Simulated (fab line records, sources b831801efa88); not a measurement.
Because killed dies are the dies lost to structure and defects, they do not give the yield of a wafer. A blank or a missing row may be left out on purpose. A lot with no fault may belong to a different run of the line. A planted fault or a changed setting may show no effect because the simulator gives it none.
Which tool was responsible? | flow gf180mcu | 10 lots with 30 wafers sampled at 5 steps, on a route of 602 steps

## WHAT EACH GAUGE READ, for each wafer
GF_M3_RS_MEAS_05: measurement is done with a four-point probe.
lot  | measured     | on            | M3_ALCU_RS (ohm/sq)
L219 | day 21 00:04 | film_metro-01 | 0.0698 0.0696 0.0697
L218 | day 21 01:11 | film_metro-03 | 0.0699 0.0685 0.0691
L222 | day 22 17:00 | film_metro-02 | 0.0694 0.0693 0.0695
L223 | day 23 05:53 | film_metro-03 | 0.0701 0.0692 0.0705
L226 | day 23 23:29 | film_metro-02 | 0.0703 0.0712 0.0712
L231 | day 25 06:39 | film_metro-03 | 0.0700 0.0696 0.0694
L233 | day 26 01:22 | film_metro-02 | 0.0505 0.0695 0.0506
L235 | day 26 15:17 | film_metro-02 | 0.0706 0.0705 0.0708
L236 | day 26 18:39 | film_metro-01 | 0.0702 0.0698 0.0693
L238 | day 27 07:11 | film_metro-03 | 0.0694 0.0695 0.0692

## WHICH TOOL RAN EACH LOT (tool, then ch and the chambers of the sampled wafers, then the start)
lot  | GF_V2_CMP_26                  | GF_M3_SPUTTER_00             | GF_M3_SPUTTER_02             | GF_M3_SPUTTER_04
L219 | cmp-02 ch 2,3, day 20 23:30   | pvd_sputter-01, day 20 23:48 | pvd_sputter-01, day 20 23:56 | pvd_sputter-01, day 20 23:59
L218 | cmp-02 ch 1,2,3, day 21 00:46 | pvd_sputter-01, day 21 00:58 | pvd_sputter-01, day 21 01:05 | pvd_sputter-01, day 21 01:08
L222 | cmp-02 ch 0,2, day 22 16:32   | pvd_sputter-02, day 22 16:47 | pvd_sputter-02, day 22 16:55 | pvd_sputter-02, day 22 16:58
L223 | cmp-01 ch 0,2,3, day 23 05:25 | pvd_sputter-02, day 23 05:37 | pvd_sputter-02, day 23 05:45 | pvd_sputter-02, day 23 05:48
L226 | cmp-02 ch 0,1,3, day 23 23:00 | pvd_sputter-04, day 23 23:15 | pvd_sputter-04, day 23 23:23 | pvd_sputter-04, day 23 23:26
L231 | cmp-01 ch 0,1,3, day 25 06:08 | pvd_sputter-02, day 25 06:23 | pvd_sputter-02, day 25 06:31 | pvd_sputter-02, day 25 06:35
L233 | cmp-02 ch 0,1, day 26 00:51   | pvd_sputter-02, day 26 01:09 | pvd_sputter-02, day 26 01:17 | pvd_sputter-02, day 26 01:20
L235 | cmp-01 ch 0,1,2, day 26 14:49 | pvd_sputter-01, day 26 15:01 | pvd_sputter-01, day 26 15:09 | pvd_sputter-01, day 26 15:12
L236 | cmp-02 ch 2,3, day 26 18:07   | pvd_sputter-04, day 26 18:25 | pvd_sputter-04, day 26 18:32 | pvd_sputter-04, day 26 18:35
L238 | cmp-02 ch 0,3, day 27 06:38   | pvd_sputter-01, day 27 06:56 | pvd_sputter-01, day 27 07:04 | pvd_sputter-01, day 27 07:07
- GF_V2_CMP_26: polishes, stops on SiO2, t overpolish 15 s, target thk 0 nm.
- GF_M3_SPUTTER_00: material Ti, target thk 37.5 nm, time 150 s.
- GF_M3_SPUTTER_02: material AlCu, target thk 450 nm, time 23.9 s.
- GF_M3_SPUTTER_04: material TiN, target thk 50 nm, time 41.7 s.

## THE ANSWER, worked out from the rows above alone
Rule: usual is defined by the lots themselves. The widest of any qualifying gaps counts: lots, ordered by their means at a reading, are off when they make up no more than a third of the lots, leave a main group of 4 or more, and stand apart from it by 3 or more times the standard deviation of that group's means. A main group is skipped when, at the precision printed for the reading in the tables above, its means are all equal. Also off: a lot with no number at a reading for which 4 or more lots have one. Any other lot the step has rows for is counted as sound.
Off: L233, seen at GF_M3_RS_MEAS_05 (M3_ALCU_RS). The main group has a mean of 0.0698 ohm/sq with a standard deviation of 0.00055.
If a tool, at a process step before that reading, ran all the lots that are off and no sound lot after the first of them, it fits. The gauges at GF_M3_RS_MEAS_05 are tried like those tools. One candidate fits, namely pvd_sputter-02 at GF_M3_SPUTTER_00 and GF_M3_SPUTTER_02 and GF_M3_SPUTTER_04. At GF_M3_SPUTTER_00 its last sound lot is L231 (day 25 06:23), its first lot that is off L233 (day 26 01:09): a fault that began between those two fits.

## WHAT THE SIMULATOR HAD PUT IN
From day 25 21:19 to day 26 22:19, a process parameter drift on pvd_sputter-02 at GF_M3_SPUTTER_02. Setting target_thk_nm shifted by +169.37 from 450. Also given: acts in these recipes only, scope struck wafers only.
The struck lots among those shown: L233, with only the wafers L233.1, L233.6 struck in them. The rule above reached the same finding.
